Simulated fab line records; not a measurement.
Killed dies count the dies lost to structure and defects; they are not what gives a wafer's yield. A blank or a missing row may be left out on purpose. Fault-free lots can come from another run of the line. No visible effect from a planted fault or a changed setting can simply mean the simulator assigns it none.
A single fault, viewed from 2 desks + flow gf180mcu + numbers are kept per desk, each desk with only its own; the story behind them comes last

AT THE TOOL OWNER'S DESK: cvd w-02
The tool's own readings at GF_V1_CVD_23 (deposits W, target thk 350 nm, time 105.05 s): means of the sampled wafers that have a number, for each lot that ran on this tool. Any lot whose mean is over 4 standard deviations away from the usual mean is out of limits and marked OUT; that distance is given in the brackets.
Columns: A = chamber pressure Torr at GF_V1_CVD_23, usual 40.02 Torr; B = heater power w at GF_V1_CVD_23, usual 861 W; C = susceptor temp C at GF_V1_CVD_23, usual 400.06 C
| lot  | first seen here | A                | B   | C      |
|------|-----------------|------------------|-----|--------|
| L592 | day 20 05:55    | 39.98            | 919 | 399.98 |
| L593 | day 20 08:47    | 40.11            | 875 | 400.13 |
| L599 | day 22 18:23    | 39.94            | 863 | 400.24 |
| L610 | day 26 09:28    | 40.57 (+6.2) OUT | 875 | 400.02 |
This desk's verdict: out of limits on L610, starting with L610 at day 26 09:28 (chamber pressure Torr at GF_V1_CVD_23). L592, L593, L599: within limits.

METROLOGY DESK
What the gauges read, lot by lot, whatever tool the lot ran on: means of the sampled wafers that have a number. Any lot whose mean is over 4 standard deviations away from the usual mean is out of limits and marked OUT; that distance is given in the brackets.
Columns: A = cd nm at GF_V1_CD_MEAS_14, usual 259.9 nm; B = V1_OVL at GF_V1_OVL_MEAS_15, usual 0 nm; C = V1_W_RS at GF_V1_RS_MEAS_24, usual 0.329 ohm/sq
| lot  | first seen here | A     | B  | C     |
|------|-----------------|-------|----|-------|
| L592 | day 20 04:59    | 260.6 | -8 | 0.327 |
| L593 | day 20 07:50    | 259.3 | -0 | 0.326 |
| L594 | day 21 02:26    | 259.3 | -3 | 0.329 |
| L599 | day 22 17:28    | 260.7 | -4 | 0.330 |
| L610 | day 26 08:31    | 260.0 | 4  | 0.325 |
This desk's verdict: no lot among the 5 shows anything out of limits.

ALL TOGETHER
The tool owner's desk could have raised an alarm at day 26 09:28, on L610.
At the metrology desk, nothing out of limits was observed.
The metrology desk holds a record of L610, inside its limits.
GF_V1_CVD_23 was run on cvd w-02 by each of the lots named.

WHAT HAD BEEN PUT IN BY THE SIMULATOR
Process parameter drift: cvd w-02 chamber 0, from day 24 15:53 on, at GF_V1_CVD_23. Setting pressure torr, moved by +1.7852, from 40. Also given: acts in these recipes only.
Struck lots among those shown: L610.
Hours from the fault's start to each desk's first reading out of limits: the tool owner's desk, 42.
